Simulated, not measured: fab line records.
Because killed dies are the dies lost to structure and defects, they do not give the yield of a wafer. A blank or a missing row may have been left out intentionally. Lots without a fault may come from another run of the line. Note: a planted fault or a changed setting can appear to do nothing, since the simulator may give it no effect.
Problem report in the 8D (eight disciplines) form, filled by code :: flow sky130 :: the parts of the form that need people (team, actions taken, sign-off) are left out

## 1. WHAT IS WRONG
Mean VIA3_W_RS at SKY_VIA3_RS_MEAS_22: 0.315 ohm/sq over 3 wafers in 2 lots; fault-free wafers: 0.294 ohm/sq, standard deviation 0.0036. Measured from the usual mean, that is +5.8 standard deviations.
The step: measures by four-point-probe.
Seen first at day 40 14:38 on film metro-01, wafer L695.4. The record holds 30 wafers of 10 lots with a number at this step. By rule, "out" or "out of limits" means more than 4 standard deviations away from the usual mean. The other wafers with a number count as sound.

## 2. WHAT THIS IS AND IS NOT
question: which readings at this step
is: VIA3_W_RS
is not: -

question: which lots
is: L695, L698
is not: L694, L704, L706, L707, L710, L711, L712, L714

question: which wafers of those lots
is: L695.4, L695.6, L698.2
is not: L695.5, L698.1, L698.3

question: read on which gauges
is: film metro-01
is not: film metro-02, film metro-04

question: when
is: from day 40 14:38
is not: up to then (4 sound wafers); but 23 sound wafers of L698, L704, L706, L707, L710, L711, L712, L714 came after

## 3. THE SUSPECTS, EACH WITH WHAT RULES IT OUT
Counting: if a tool at a process step up to the reading ran every lot that is out, it stays a suspect. Sound lots after the first of them don't rule it out here, since some wafers of a struck lot are sound.
- the gauge at SKY_VIA3_RS_MEAS_22 is ruled out. All the wafers that are out were read on film metro-01, but those of them that SKY_VIA3_CVD_21 has rows for are out there too, on other tools.
- cvd w-01 at SKY_VIA3_CVD_21 (deposits W, target thk 390 nm, time 117.31 s): kept. Every lot that is out went through it, the first being L695 (day 40 14:29); the last sound lot it ran before that was L694 (day 40 04:09). On those wafers its own readings are out: chamber pressure Torr.
- At SKY_VIA3_CVD_21 on cvd w-01, chamber 0 took the sound wafers of the same lots and chamber 1 took the wafers that are out.
The count leaves cvd w-01 at SKY_VIA3_CVD_21.

## 4. THE CAUSE (what the simulator had put in)
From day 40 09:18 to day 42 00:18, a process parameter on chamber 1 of cvd w-01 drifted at SKY_VIA3_CVD_21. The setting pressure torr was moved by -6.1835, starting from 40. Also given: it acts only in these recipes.
Counting left only this tool.

## 5. SEQUENCE OF EFFECTS, ordered by route
Rows list readings where the struck wafers' mean (over those with a number) sits beyond 3 standard deviations from the usual. Readings are gone through only where the record gives a usual standard deviation; hours: the median, over the lots, of the time from a lot's start at the first step in this table giving one to that lot's start at this step; sigmas: the change measured in usual standard deviations.
hours: 0
step: SKY_VIA3_CVD_21
reading: chamber pressure Torr
usual: 40.02 Torr
on struck wafers: 33.81
change: -6.21
sigmas: -75

hours: 0
step: SKY_VIA3_RS_MEAS_22
reading: VIA3_W_RS
usual: 0.294 ohm/sq
on struck wafers: 0.315
change: +0.021
sigmas: +5.8

hours: 3
step: SKY_VIA3_THK_MEAS_23
reading: VIA3_W_THK
usual: 404 nm
on struck wafers: 381
change: -23
sigmas: -3.8
Process steps it contains:
- SKY_VIA3_CVD_21: deposits W, target thk 390 nm, time 117.31 s.

## 6. HOW IT WOULD HAVE BEEN CAUGHT EARLIER
5 hours passed between the start of the fault at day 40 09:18 and the first reading out of limits at a measuring or inspecting step in this record, taken at day 40 14:38.
The tool's own readings at SKY_VIA3_CVD_21 were out on every struck wafer that the step has a row for (chamber pressure Torr): an alarm limit on them would have fired on the first of those.
Lots out: 2; of these, L698 started SKY_VIA3_CVD_21 on cvd w-01 after day 40 14:38. A hold on the tool at that time would have spared it.
